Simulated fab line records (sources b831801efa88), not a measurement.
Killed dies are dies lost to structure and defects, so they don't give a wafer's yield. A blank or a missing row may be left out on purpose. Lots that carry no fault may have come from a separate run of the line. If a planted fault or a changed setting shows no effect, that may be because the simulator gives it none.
Shared-tool check / flow gf180mcu / 14 lots and 42 wafers in the sample

== WHY IT WAS OPENED ==
On 2 of the 14 lots, a flag is raised at GF_STI_CD_MEAS_12 on the reading cd_nm. No-fault wafers: 220.0 nm, standard deviation 1.2.
Rule: flag the lot when none of its wafers has a number, or when each of its wafers that has one lies beyond 4 standard deviations from that mean. The other lots count as sound.

lot=L330; measured=day 2 02:55; on=cd_sem-02; cd_nm (nm), wafer by wafer=219.6 220.1 219.9; flag=
lot=L331; measured=day 2 06:21; on=cd_sem-02; cd_nm (nm), wafer by wafer=220.6 220.3 220.0; flag=
lot=L334; measured=day 3 02:17; on=cd_sem-01; cd_nm (nm), wafer by wafer=220.3 220.0 220.8; flag=
lot=L336; measured=day 3 09:28; on=cd_sem-02; cd_nm (nm), wafer by wafer=339.8 338.9 339.0; flag=FLAGGED
lot=L335; measured=day 3 09:52; on=cd_sem-01; cd_nm (nm), wafer by wafer=220.7 220.4 220.6; flag=
lot=L338; measured=day 3 18:05; on=cd_sem-02; cd_nm (nm), wafer by wafer=328.8 328.1 328.7; flag=FLAGGED
lot=L337; measured=day 3 18:43; on=cd_sem-01; cd_nm (nm), wafer by wafer=218.8 219.8 218.6; flag=
lot=L339; measured=day 4 01:31; on=cd_sem-01; cd_nm (nm), wafer by wafer=221.1 221.1 221.4; flag=
lot=L343; measured=day 4 19:14; on=cd_sem-01; cd_nm (nm), wafer by wafer=219.5 221.3 220.4; flag=
lot=L344; measured=day 5 05:29; on=cd_sem-01; cd_nm (nm), wafer by wafer=218.2 219.0 218.8; flag=
lot=L346; measured=day 5 12:48; on=cd_sem-01; cd_nm (nm), wafer by wafer=219.2 220.4 221.4; flag=
lot=L348; measured=day 5 22:21; on=cd_sem-01; cd_nm (nm), wafer by wafer=220.3 221.0 220.7; flag=
lot=L349; measured=day 6 03:53; on=cd_sem-01; cd_nm (nm), wafer by wafer=219.0 218.3 218.2; flag=
lot=L351; measured=day 6 13:26; on=cd_sem-02; cd_nm (nm), wafer by wafer=219.8 219.9 220.3; flag=
The numbers of the flagged lots are 333.9 nm on average: +113.9 nm against the usual, or +95 standard deviations.

== WHICH TOOL RAN EACH LOT ==
The record holds 1 process step before the reading, out of a route of 602 steps. Read each cell as the tool, then ch plus the chambers that the sampled wafers visited, then the start.
lot=L330; flag=; GF_STI_PEB_10=litho_track-03 ch 0, day 2 02:34
lot=L331; flag=; GF_STI_PEB_10=litho_track-02 ch 0, day 2 05:33
lot=L334; flag=; GF_STI_PEB_10=litho_track-04 ch 0, day 3 01:56
lot=L336; flag=FLAGGED; GF_STI_PEB_10=litho_track-02 ch 0, day 3 09:08
lot=L335; flag=; GF_STI_PEB_10=litho_track-03 ch 0, day 3 09:31
lot=L338; flag=FLAGGED; GF_STI_PEB_10=litho_track-02 ch 0, day 3 17:46
lot=L337; flag=; GF_STI_PEB_10=litho_track-04 ch 0, day 3 18:24
lot=L339; flag=; GF_STI_PEB_10=litho_track-03 ch 0, day 4 01:10
lot=L343; flag=; GF_STI_PEB_10=litho_track-04 ch 0, day 4 18:53
lot=L344; flag=; GF_STI_PEB_10=litho_track-03 ch 0, day 5 05:08
lot=L346; flag=; GF_STI_PEB_10=litho_track-04 ch 0, day 5 12:28
lot=L348; flag=; GF_STI_PEB_10=litho_track-04 ch 0, day 5 22:01
lot=L349; flag=; GF_STI_PEB_10=litho_track-04 ch 0, day 6 03:32
lot=L351; flag=; GF_STI_PEB_10=litho_track-03 ch 0, day 6 13:05
What the steps here do:
- GF_STI_PEB_10: peb time 90 s.
- GF_STI_CD_MEAS_12: target cd 220 nm.

== FLAGGED AGAINST TOTAL, ONE TOOL AT A TIME (gauges that did the reading follow at the end) ==
step=GF_STI_PEB_10; tool=litho_track-02; lots run=3; flagged=2; share of the flagged lots=all; sound lots run after its first flagged lot=0
step=GF_STI_PEB_10; tool=litho_track-03; lots run=5; flagged=0; share of the flagged lots=none; sound lots run after its first flagged lot=-
step=GF_STI_PEB_10; tool=litho_track-04; lots run=6; flagged=0; share of the flagged lots=none; sound lots run after its first flagged lot=-
step=GF_STI_CD_MEAS_12; tool=cd_sem-01; lots run=9; flagged=0; share of the flagged lots=none; sound lots run after its first flagged lot=-
step=GF_STI_CD_MEAS_12; tool=cd_sem-02; lots run=5; flagged=2; share of the flagged lots=all; sound lots run after its first flagged lot=1 (L351)

== THE TABLE: WHAT IT ALLOWS ==
Table rows that saw every flagged lot: 2, namely litho_track-02 at GF_STI_PEB_10 and cd_sem-02 at GF_STI_CD_MEAS_12.
- litho_track-02 at GF_STI_PEB_10: 2 of its 3 lots flagged. A fault beginning between L331 (day 2 05:33), its last sound lot, and L336 (day 3 09:08), its first flagged one, fits the data. Its own readings lie more than 4 standard deviations out on every wafer of the flagged lots: heater_power_total_W, plate_temp_C.
- cd_sem-02 at GF_STI_CD_MEAS_12: 2 of its 5 lots flagged. Sound lots ran on it after the first flagged one (L351), which a lasting fault on the whole tool wouldn't allow.
One tool is left: litho_track-02 at GF_STI_PEB_10.

== WHAT THE SIMULATOR PUT IN ==
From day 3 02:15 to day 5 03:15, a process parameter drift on litho_track-02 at GF_STI_PEB_10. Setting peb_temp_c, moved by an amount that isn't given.
Shown lots that were struck: L336, L338. The rule given above showed the same thing.
